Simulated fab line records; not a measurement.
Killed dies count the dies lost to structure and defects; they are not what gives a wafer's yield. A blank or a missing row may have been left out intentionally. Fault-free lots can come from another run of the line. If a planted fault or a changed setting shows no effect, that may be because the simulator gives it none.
Comparing a struck lot with a sound one :: flow sky130 :: 16 steps out of a route of 708
Sound: wafers L871.1, L871.3, L871.4. Wafers L876.1, L876.2, L876.4 were the ones struck. At the end, the cause is stated.
Order at every step that has rows: each side's tool, ch and its chambers, its first start. Under that, the readings that differ: sound wafers :: struck wafers :: difference of the means :: sigmas: that difference in standard deviations of wafers without a fault.
alike: words and numbers the same on both sides, and readings whose means are apart by under 2 such deviations; not compared: readings that were withheld, readings missing a value for some wafer, numbers with overlapping values and no deviation given by the record, and bounds like >300 which may hide the same value.
The two part at a step that has a row with sigmas, a row that says differs or no value, or rows on one side only. Numbers that have no deviation but don't overlap get no sigmas and don't part them. A reading that every wafer of one side lacks parts them only if that side has two wafers or more.

SKY_GATE_OXIDE_TW_MEAS_14:
  sound on film_metro-03 at day 17 18:29; struck on film_metro-04 at day 20 03:02
  alike: GATE_OXIDE_TW
then, 3 steps without rows for these wafers: SKY_GATE_OXIDE_CLEAN_15 (cleans in SC1/SC2, time 150 s); SKY_GATE_OXIDE_OXIDATION_16 (stabilise 600 s, purge 300 s, target thk 3.57 nm); SKY_POLY_GATE_CVD_00 (deposits poly-Si, target thk 180 nm, time 720 s).
SKY_POLY_GATE_THK_MEAS_01:
  sound on film_metro-02 at day 17 21:34; struck on film_metro-02 at day 20 06:08
  alike: POLY_GATE_CVD_00_THK
then, 7 steps without rows for these wafers: SKY_RES_PROTECT_DEHYDRATE_00 (time 60 s); SKY_RES_PROTECT_HMDS_01 (prime time 60 s); SKY_RES_PROTECT_COAT_02 (resist thk 1140 nm); SKY_RES_PROTECT_SOFTBAKE_03 (time 60 s); SKY_RES_PROTECT_EXPOSE_04 (exposes mask RPM, target cd 1270 nm); SKY_RES_PROTECT_PEB_05; SKY_RES_PROTECT_DEVELOP_06 (develop time 60 s).
SKY_POLY_GATE_IMPLANT_02:
  sound on implanter-04 ch 0, day 19 03:32; struck on implanter-04 ch 0, day 21 12:17
SKY_RES_PROTECT_STRIP_07: strips in O2/N2.
  sound on plasma_asher-03 ch 0,1, day 19 03:41; struck on plasma_asher-03 ch 0,1, day 21 12:26
reading: oes_product_au (a.u.)
sound: 0.518 0.515 0.513
struck: 0.493 0.495 0.502
difference: -0.019
sigmas: -5

reading: strip_time_to_endpoint_s (s)
sound: 23.20 23.29 23.30
struck: 25.18 25.18 25.16
difference: +1.91
sigmas: +52
  alike: drypump_motor_current_A, o2_flow_sccm
  not compared: rf_hours_counter_h
SKY_RES_PROTECT_TW_MEAS_08:
  sound on film_metro-01 at day 19 03:47; struck on film_metro-04 at day 21 12:32
reading: POLY_GATE_TW
sound: 3897 3919 3910
struck: 4093 4111 4105
difference: +194
sigmas: +3
-- a jump in the record: the struck wafers' starts before and after are 28 days apart (it breaks off in module RES_PROTECT and resumes in module PAD_OPEN, where the first step shown is number 708 of the route) --
SKY_PAD_OPEN_PROBE_99:
  sound on prober-01 at day 48 04:08; struck on prober-02 at day 49 22:28
reading: model.etest.res_poly.line_ohm_um
sound: 475.4 504.9 485.2
struck: 412.8 389.3 395.5
difference: -89.3
sigmas: 

reading: model.etest.licon_poly.rc_ohm
sound: 157.9 154.9 155.3
struck: 104.5 109.5 103.2
difference: -50.3
sigmas: 

reading: model.etest.res_poly.rs_ohm_sq
sound: 47.63 47.94 47.85
struck: 35.86 36.35 35.92
difference: -11.76
sigmas: 
  alike: killed_at_M0_to_M3, killed_at_M4_up, killed_at_contacts, killed_at_front_end, killed_at_other, killed_dies, killed_open, killed_short
  not compared: model.etest.nfet_01v8_lvt.vt_long_v

WHERE THEY PART
Earliest at SKY_RES_PROTECT_STRIP_07; latest, in this record, at SKY_RES_PROTECT_TW_MEAS_08. Later steps at which nothing parts them and some readings are alike: SKY_PAD_OPEN_PROBE_99.

WHY: what had been put in by the simulator
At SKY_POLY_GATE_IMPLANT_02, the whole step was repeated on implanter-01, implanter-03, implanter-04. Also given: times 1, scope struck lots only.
